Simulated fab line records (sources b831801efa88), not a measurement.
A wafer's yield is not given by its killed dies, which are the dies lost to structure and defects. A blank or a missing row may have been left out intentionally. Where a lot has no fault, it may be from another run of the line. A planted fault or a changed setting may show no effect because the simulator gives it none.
Struck lot and sound lot, side by side || flow sky130 || 16 out of 708 route steps
Sound: wafers L794.1, L794.2, L794.3. Struck: wafers L802.5, L802.6. (L802.1 of the same lot was not struck and is left out.) The cause comes at the end.
Each step with rows lists, per side, the tool, then ch with its chambers, then its first start. Under that, the readings that differ: sound wafers || struck wafers || difference of the means || sigmas: that difference in standard deviations of wafers without a fault.
alike: a reading whose means differ by less than 2 such deviations, as well as words and numbers matching on both sides. not compared: withheld readings; readings where some wafer has no value; bounds like >300 that might hide an equal value; numbers whose values overlap and for which the record gives no deviation.
The two part at a step that has a row with sigmas, a row that says differs or no value, or rows on one side only. Numbers that don't overlap but have no deviation are shown without sigmas and don't part them. A reading that every wafer of one side lacks parts them only if that side has two wafers or more.

first, 2 steps without rows for these wafers: SKY_METAL3_PEB_11; SKY_METAL3_DEVELOP_12 (develop time 60 s).
SKY_METAL3_CD_MEAS_13: the cd target is 300 nm.
  sound on cd sem-01 at day 38 12:45; struck on cd sem-02 at day 41 16:22
  alike: cd nm
SKY_METAL3_OVL_MEAS_14:
  sound on overlay-02 at day 38 12:52; struck on overlay-02 at day 41 16:29
  alike: METAL3_OVL
then, 1 step without rows for these wafers: SKY_METAL3_DESCUM_15 (chemistry O2, time 8 s).
SKY_METAL3_ETCH_16: etches BARC in N2/H2, stops on SiO2, time 88.2 s, target depth 60 nm.
  sound on rie metal-02 ch 0,1, day 38 12:56; struck on rie metal-03 ch 0,1, day 41 16:33
  alike: chamber pressure mTorr, drypump motor current A, he backside leak sccm, oes product au, throttle valve pct
  not compared: rf hours counter h
SKY_METAL3_ETCH_17: etches SiO2 in C4F8/O2/Ar, stops on TiN, time 3.9 s, target depth 15 nm.
  sound on rie diel-01 ch 0,2,3, day 38 13:02; struck on rie diel-04 ch 0,3, day 41 16:39
{"reading": "rf hours counter h (h)", "sound": "10 10 2", "struck": "- -", "difference": "no value on the struck wafers", "sigmas": ""}
  alike: chamber pressure mTorr, oes product au
SKY_METAL3_METAL_ETCH_18: etches the open film in Cl2/BCl3, stops on SiO2, target depth 845 nm, time 183.1 s.
  sound on rie metal-01 ch 0,1, day 38 13:03; struck on rie metal-02 ch 1, day 41 16:40
  alike: bcl3 flow sccm, chamber pressure mTorr, drypump motor current A, he backside leak sccm, oes product au, throttle valve pct
  not compared: rf hours counter h
SKY_METAL3_STRIP_19: strips in O2/N2.
  sound on plasma asher-04 ch 0,1, day 38 13:14; struck on plasma asher-02 ch 0,1, day 41 17:01
  alike: chamber pressure mTorr, drypump motor current A, oes product au, strip time to endpoint s
  not compared: rf hours counter h
then, 3 steps without rows for these wafers: SKY_METAL3_STRIP_20 (strips in post etch residue remover, time 1200 s); SKY_METAL3_CLEAN_21 (cleans in IPA, time 180 s); SKY_METAL3_CLEAN_22 (cleans in O3/DIW).
SKY_VIA3_HDPCVD_00: deposits SiO2, target thk 1635 nm, time 261.3 s.
  sound on hdpcvd-02 ch 0,1,2, day 38 13:52; struck on hdpcvd-01 ch 0,1, day 41 17:40
{"reading": "model.SiO2_of_VIA3_HDPCVD_00.thk nm (nm)", "sound": "1561 1562 1572", "struck": "2397 2386", "difference": "+826", "sigmas": ""}
SKY_VIA3_THK_MEAS_01:
  sound on film metro-03 at day 38 14:02; struck on film metro-02 at day 41 17:49
{"reading": "VIA3_HDPCVD_THK (nm)", "sound": "1562 1563 1571", "struck": "2397 2385", "difference": "+826", "sigmas": "+43"}
SKY_VIA3_CMP_02: polishes SiO2.
  sound on cmp-01 ch 0,2,3, day 38 14:05; struck on cmp-02 ch 0,3, day 41 17:56
  alike: motor current A, retaining ring pressure frac
then, 1 step without rows for these wafers: SKY_PAD_OPEN_PROBE_99.

## WHERE THEY PART
At SKY_METAL3_ETCH_17 first; at SKY_VIA3_THK_MEAS_01 last (within this record only). Later steps at which nothing parts them and some readings are alike: SKY_VIA3_CMP_02.

WHY: what the simulator had put in
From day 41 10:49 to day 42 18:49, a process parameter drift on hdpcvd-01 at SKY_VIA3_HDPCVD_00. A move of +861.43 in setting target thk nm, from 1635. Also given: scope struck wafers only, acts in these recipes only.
